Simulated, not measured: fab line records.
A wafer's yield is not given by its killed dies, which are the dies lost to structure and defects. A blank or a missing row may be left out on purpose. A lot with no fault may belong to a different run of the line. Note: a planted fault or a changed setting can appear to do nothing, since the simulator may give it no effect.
Comparing a struck lot with a sound one || flow sky130 || 16 out of 708 route steps
Sound: wafers L241.1, L241.4, L241.6. Struck: wafers L235.1, L235.5, L235.6. The cause comes at the end.
Each step with rows lists, per side, the tool, then ch with its chambers, then its first start. Under that, the readings that differ: sound wafers || struck wafers || difference of the means || sigmas: that difference in standard deviations of wafers without a fault.
alike: same words and numbers on both sides, and readings whose means sit less than 2 such deviations apart. not compared: any withheld reading, any reading some wafer has no value for, any bound like >300 that may hide the same value, and any number with overlapping values for which the record gives no deviation.
Wherever a step has rows on one side only, a row that says differs or no value, or a row with sigmas, the two part there. Non-overlapping numbers with no deviation appear without sigmas and do not part them. A reading that every wafer of one side lacks parts them only if that side has two wafers or more.

first, 5 steps without rows for these wafers: SKY_POLY_GATE_COAT_08 (resist thk 450 nm); SKY_POLY_GATE_SOFTBAKE_09 (time 90 s); SKY_POLY_GATE_EXPOSE_10 (exposes mask P1M, target cd 150 nm); SKY_POLY_GATE_PEB_11; SKY_POLY_GATE_DEVELOP_12 (develop time 60 s).
SKY_POLY_GATE_CD_MEAS_13 targets a cd of 150 nm.
  sound: cd-sem-01 at day 22 16:44; struck: cd-sem-01 at day 20 13:40
  alike: cd-nm
SKY_POLY_GATE_OVL_MEAS_14:
  sound: overlay-02 at day 22 16:52; struck: overlay-02 at day 20 13:47
  alike: POLY_GATE_OVL
SKY_POLY_GATE_ETCH_15: etches BARC in N2/H2, stops on SiO2, time 118.5 s, target depth 110 nm.
  sound on rie-diel-01 ch 1,2,3, day 22 16:53; struck on rie-diel-03 ch 0,2,3, day 20 13:49
  alike: chamber-pressure-mTorr, drypump-motor-current-A, oes-product-au, throttle-valve-pct
  not compared: rf-hours-counter-h
SKY_POLY_GATE_ETCH_16: etches Si3N4 in CH3F/O2, stops on poly-Si, time 147.5 s, target depth 75 nm.
  sound on rie-diel-01 ch 1,2,3, day 22 16:59; struck on rie-diel-03 ch 0,2,3, day 20 13:54
  alike: ch3f-flow-sccm, chamber-pressure-mTorr, drypump-motor-current-A, oes-product-au, throttle-valve-pct
  not compared: rf-hours-counter-h
SKY_POLY_GATE_ETCH_17: etches poly-Si in HBr/Cl2, stops on SiO2, target depth 180 nm, time 70.5 s.
  sound on rie-si-01 ch 1,2, day 22 17:04; struck on rie-si-01 ch 2,3, day 20 14:00
  alike: HBr_flow_sccm, chamber-pressure-mTorr, drypump-motor-current-A, oes-product-au, throttle-valve-pct
  not compared: rf-hours-counter-h
SKY_POLY_GATE_STRIP_18: strips in O2/N2.
  sound on plasma-asher-03 ch 0,1, day 22 17:08; struck on plasma-asher-04 ch 0,1, day 20 14:03
  alike: chamber-pressure-mTorr, drypump-motor-current-A, oes-product-au, strip-time-to-endpoint-s
  not compared: rf-hours-counter-h
then, 1 step without rows for these wafers: SKY_POLY_GATE_CLEAN_19 (cleans in SC1/SC2, time 150 s).
SKY_POLY_GATE_OXIDATION_20: stabilise 600 s, purge 300 s, target thk 4 nm.
  sound on furnace-02 ch 0, day 22 19:35; struck on furnace-01 ch 0, day 20 14:23
{"reading": "spike-tc-bottom-C (C)", "sound": "863.2 862.6 863.9", "struck": "843.1 841.4 840.6", "difference": -21.5, "sigmas": -9}
{"reading": "spike-tc-centre-C (C)", "sound": "852.6 853.0 849.4", "struck": "822.1 819.9 821.9", "difference": -30.4, "sigmas": -23}
{"reading": "spike-tc-lower-C (C)", "sound": "850.2 848.6 849.4", "struck": "821.9 821.8 821.5", "difference": -27.7, "sigmas": -28}
{"reading": "spike-tc-top-C (C)", "sound": "860.0 858.9 861.5", "struck": "833.5 833.5 832.9", "difference": -26.8, "sigmas": -24}
{"reading": "spike-tc-upper-C (C)", "sound": "849.9 849.4 851.1", "struck": "825.1 823.5 824.6", "difference": -25.7, "sigmas": -21}
{"reading": "tube-center-temp-C (C)", "sound": "850 849.92 850.11", "struck": "822.3 822.05 822.2", "difference": -27.8, "sigmas": "-99 or more"}
{"reading": "tube_center_temp_C_max", "sound": "852.6 852.7 851.8", "struck": "824.9 824.6 824.3", "difference": -27.8, "sigmas": -77}
{"reading": "zone-power-lower-pct (%)", "sound": "18.05 17.94 17.94", "struck": "17.17 16.92 17.16", "difference": -0.89, "sigmas": -4}
{"reading": "zone-power-upper-pct (%)", "sound": "15.14 15.25 15.06", "struck": "14.08 14.05 14.07", "difference": -1.08, "sigmas": -6}
{"reading": "model.SiO2_of_POLY_GATE_OXIDATION_20.thk-nm (nm)", "sound": "3.98 4.005 4.015", "struck": "2.699 2.646 2.77", "difference": -1.295, "sigmas": ""}
SKY_POLY_GATE_THK_MEAS_21:
  sound: film-metro-04 at day 22 20:50; struck: film-metro-02 at day 20 15:38
{"reading": "POLY_GATE_OXIDATION_THK (nm)", "sound": "3.92 4.03 4.08", "struck": "2.69 2.69 2.79", "difference": -1.29, "sigmas": -17}
SKY_POLY_GATE_CD_MEAS_22:
  sound: cd-sem-01 at day 22 20:54; struck: cd-sem-01 at day 20 15:42
  alike: cd-nm
-- here the record skips 28 days between the struck wafers' starts before and after, leaving off in module POLY_GATE and picking up in module PAD_OPEN (first step shown: number 708 of the route) --
SKY_PAD_OPEN_PROBE_99:
  sound: prober-02 at day 49 21:41; struck: prober-02 at day 48 14:51
{"reading": "model.etest.tip-sonos.rs-ohm-sq", "sound": "2833 2792 2771", "struck": "2508 2451 2568", "difference": -290, "sigmas": ""}
{"reading": "model.etest.tip-p.rs-ohm-sq", "sound": "6878 6845 6901", "struck": "6677 6659 6641", "difference": -216, "sigmas": ""}
{"reading": "model.etest.res-pdiff.line-ohm-um", "sound": "1437 1400 1402", "struck": "1290 1278 1291", "difference": -127, "sigmas": ""}
{"reading": "model.etest.tip-n.rs-ohm-sq", "sound": "437 431.2 432.6", "struck": "422.7 426.3 423.2", "difference": -9.5, "sigmas": ""}
{"reading": "model.etest.res-pdiff.rs-ohm-sq", "sound": "201.8 201.2 201.5", "struck": "189.9 189.7 190.6", "difference": -11.4, "sigmas": ""}
{"reading": "model.etest.res-ndiff.rs-ohm-sq", "sound": "120.2 120.5 120.5", "struck": "114.3 114.3 114.2", "difference": -6.1, "sigmas": ""}
  alike: killed_at_M0_to_M3, killed_at_M4_up, killed-at-contacts, killed-at-front-end, killed-at-other, killed-dies, killed-open, killed-short

WHERE THEY PART
Last at SKY_POLY_GATE_THK_MEAS_21 as far as this record goes, first at SKY_POLY_GATE_OXIDATION_20. Later steps at which nothing parts them and some readings are alike: SKY_POLY_GATE_CD_MEAS_22, SKY_PAD_OPEN_PROBE_99.

WHY: the cause the simulator had injected
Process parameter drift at SKY_POLY_GATE_OXIDATION_20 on furnace-01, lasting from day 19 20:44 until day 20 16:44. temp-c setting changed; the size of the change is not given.
